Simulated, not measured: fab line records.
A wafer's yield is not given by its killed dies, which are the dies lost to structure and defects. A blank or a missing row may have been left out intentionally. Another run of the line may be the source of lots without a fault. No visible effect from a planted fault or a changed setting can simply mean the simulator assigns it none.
Which tool did it? ; flow sky130 ; Sampling: 11 lots, 33 wafers, 5 of 708 route steps

== WHAT EACH GAUGE READ, for each wafer ==
SKY_SD_P_CD_MEAS_07: the cd target is 380 nm.
lot;measured;on;cd nm (nm)
L460;day 27 09:08;cd sem-01;378.5 379.0 376.3
L461;day 27 11:09;cd sem-02;382.5 382.7 380.2
L465;day 28 05:43;cd sem-02;379.6 378.0 380.8
L468;day 29 03:29;cd sem-01;379.7 382.4 380.5
L470;day 31 02:53;cd sem-02;380.0 380.7 381.6
L471;day 31 04:50;cd sem-01;384.2 379.4 383.7
L473;day 31 06:16;cd sem-01;373.5 372.9 375.5
L475;day 31 07:04;cd sem-01;378.2 375.2 374.2
L476;day 31 16:41;cd sem-02;461.2 460.7 459.7
L478;day 32 11:46;cd sem-01;458.7 456.3 459.4
L479;day 32 17:08;cd sem-01;380.5 380.5 377.8

== TOOL THAT RAN EACH LOT (tool first, then ch and the chambers of the sampled wafers, then the start) ==
lot;SKY_LDD_HVN_STRIP_09;SKY_LDD_LDN_STRIP_12;SKY_POLY_CUT_ETCH_11;SKY_SD_P_COAT_02
L460;plasma asher-03 ch 0,1, day 22 08:21;plasma asher-02 ch 0,1, day 24 21:42;rie diel-01 ch 1,2, day 26 04:18;litho track-02 ch 0, day 26 18:17
L461;plasma asher-01 ch 0,1, day 22 09:05;plasma asher-03 ch 0,1, day 24 22:23;rie diel-03 ch 0,1,3, day 26 05:38;litho track-03 ch 0, day 26 19:39
L465;plasma asher-04 ch 0,1, day 23 07:14;plasma asher-02 ch 0,1, day 25 18:03;rie diel-03 ch 0,1, day 27 00:44;litho track-02 ch 0, day 27 15:37
L468;plasma asher-03 ch 0,1, day 24 05:19;plasma asher-02 ch 0,1, day 26 16:26;rie diel-03 ch 0,1,3, day 27 23:14;litho track-04 ch 0, day 28 13:20
L470;plasma asher-03 ch 0,1, day 26 07:50;plasma asher-04 ch 0,1, day 28 17:15;rie diel-01 ch 0,1,3, day 29 23:18;litho track-03 ch 0, day 30 12:48
L471;plasma asher-03 ch 0,1, day 26 08:11;plasma asher-04 ch 0,1, day 28 18:11;rie diel-04 ch 0,1,3, day 30 00:46;litho track-02 ch 0, day 30 14:31
L473;plasma asher-01 ch 0,1, day 26 09:56;plasma asher-04 ch 0,1, day 28 19:21;rie diel-03 ch 1,2,3, day 30 02:26;litho track-02 ch 0, day 30 16:14
L475;plasma asher-01 ch 0,1, day 26 15:01;plasma asher-03 ch 0,1, day 28 23:26;rie diel-01 ch 2,3, day 30 04:14;litho track-03 ch 0, day 30 17:09
L476;plasma asher-03 ch 0,1, day 26 21:52;plasma asher-02 ch 0,1, day 29 06:47;rie diel-04 ch 2,3, day 30 12:17;litho track-03 ch 0, day 31 02:24
L478;plasma asher-01 ch 0,1, day 27 18:45;plasma asher-03 ch 0,1, day 30 02:42;rie diel-04 ch 0,1,3, day 31 08:23;litho track-03 ch 0, day 31 21:58
L479;plasma asher-01 ch 0,1, day 27 23:14;plasma asher-02 ch 0,1, day 30 07:55;rie diel-01 ch 0,1,3, day 31 13:05;litho track-04 ch 0, day 32 03:02
- SKY_LDD_HVN_STRIP_09: strips in O2/N2.
- SKY_LDD_LDN_STRIP_12: strips in O2/N2.
- SKY_POLY_CUT_ETCH_11: etches Si3N4 in CF4/CH2F2/Ar, stops on poly-Si, time 42.5 s, target depth 60 nm.
- SKY_SD_P_COAT_02: resist thk 1140 nm.

== THE ANSWER, worked out from the rows above alone ==
Rule: the usual values come from the lots themselves. The widest of any qualifying gaps counts: lots, ordered by their means at a reading, are off when they make up no more than a third of the lots, leave a main group of 4 or more, and stand apart from it by 3 or more times the standard deviation of that group's means. Not used: any main group whose means are identical at the precision the tables above print for the reading. A lot without any number at a reading at which 4 lots or more have one is off too. Any other lot the step has rows for is counted as sound.
Off at SKY_SD_P_CD_MEAS_07 (cd nm): L476, L478. Main group: mean 379.2 nm, sd 2.6.
If a tool, at a process step before that reading, ran all the lots that are off and no sound lot after the first of them, it fits. Those tools and the gauges at SKY_SD_P_CD_MEAS_07 are tried in the same way. Can't be told from this: 2 tools fit, rie diel-04 at SKY_POLY_CUT_ETCH_11, litho track-03 at SKY_SD_P_COAT_02.

== WHAT THE SIMULATOR HAD PUT IN ==
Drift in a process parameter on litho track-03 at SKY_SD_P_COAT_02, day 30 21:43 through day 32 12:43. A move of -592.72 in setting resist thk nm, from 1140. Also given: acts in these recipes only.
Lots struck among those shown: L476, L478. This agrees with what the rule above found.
